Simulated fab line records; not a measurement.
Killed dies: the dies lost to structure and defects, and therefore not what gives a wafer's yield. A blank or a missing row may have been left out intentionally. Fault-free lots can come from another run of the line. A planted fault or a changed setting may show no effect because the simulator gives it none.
Which of the tools did it? || flow sky130 || 17 wafers from 6 lots sampled at 2 of the route's 708 steps

WHAT THE GAUGES READ, wafer by wafer
SKY_VIA4_OVL_MEAS_11.
{"lot": "L202", "measured": "day 43 20:25", "on": "overlay-02", "VIA4_OVL (nm)": "-1.4 0.2 -0.5"}
{"lot": "L205", "measured": "day 44 15:26", "on": "overlay-02", "VIA4_OVL (nm)": "-1.7 0.7 0.0"}
{"lot": "L207", "measured": "day 44 23:43", "on": "overlay-02", "VIA4_OVL (nm)": "2.3 0.4"}
{"lot": "L213", "measured": "day 46 22:54", "on": "overlay-02", "VIA4_OVL (nm)": "-1.5 -3.9 -2.2"}
{"lot": "L220", "measured": "day 48 07:36", "on": "overlay-02", "VIA4_OVL (nm)": "-2.8 -1.8 0.0"}
{"lot": "L222", "measured": "day 48 16:07", "on": "overlay-01", "VIA4_OVL (nm)": "-1.8 -1.3 -2.0"}

WHAT TOOL EACH LOT RAN ON (gives the tool, then ch and the chambers of the sampled wafers, and finally the start)
{"lot": "L202", "SKY_METAL3_SPUTTER_02": "pvd-sputter-01, day 37 10:54"}
{"lot": "L205", "SKY_METAL3_SPUTTER_02": "pvd-sputter-01, day 38 10:30"}
{"lot": "L207", "SKY_METAL3_SPUTTER_02": "pvd-sputter-01, day 38 20:35"}
{"lot": "L213", "SKY_METAL3_SPUTTER_02": "pvd-sputter-02, day 41 01:47"}
{"lot": "L220", "SKY_METAL3_SPUTTER_02": "pvd-sputter-01, day 42 17:14"}
{"lot": "L222", "SKY_METAL3_SPUTTER_02": "pvd-sputter-01, day 43 03:40"}
- SKY_METAL3_SPUTTER_02: material AlCu, target thk 735 nm, time 39.1 s.

THE ANSWER, worked out from the rows above alone
Rule: the lots themselves supply what counts as usual. Put in order of their means at a reading, lots are off if they are a third of the lots or fewer, leave a main group of 4 or more, and stand apart from it by a gap of 3 or more times the standard deviation of the main group's means; of several such gaps the widest counts. A main group is skipped when, at the precision printed for the reading in the tables above, its means are all equal. Also off: a lot with no number at a reading for which 4 or more lots have one. All remaining lots with rows at the step are treated as sound.
No lot is off at any reading shown: from this, nothing can be told.

WHAT THE SIMULATOR HAD INSERTED
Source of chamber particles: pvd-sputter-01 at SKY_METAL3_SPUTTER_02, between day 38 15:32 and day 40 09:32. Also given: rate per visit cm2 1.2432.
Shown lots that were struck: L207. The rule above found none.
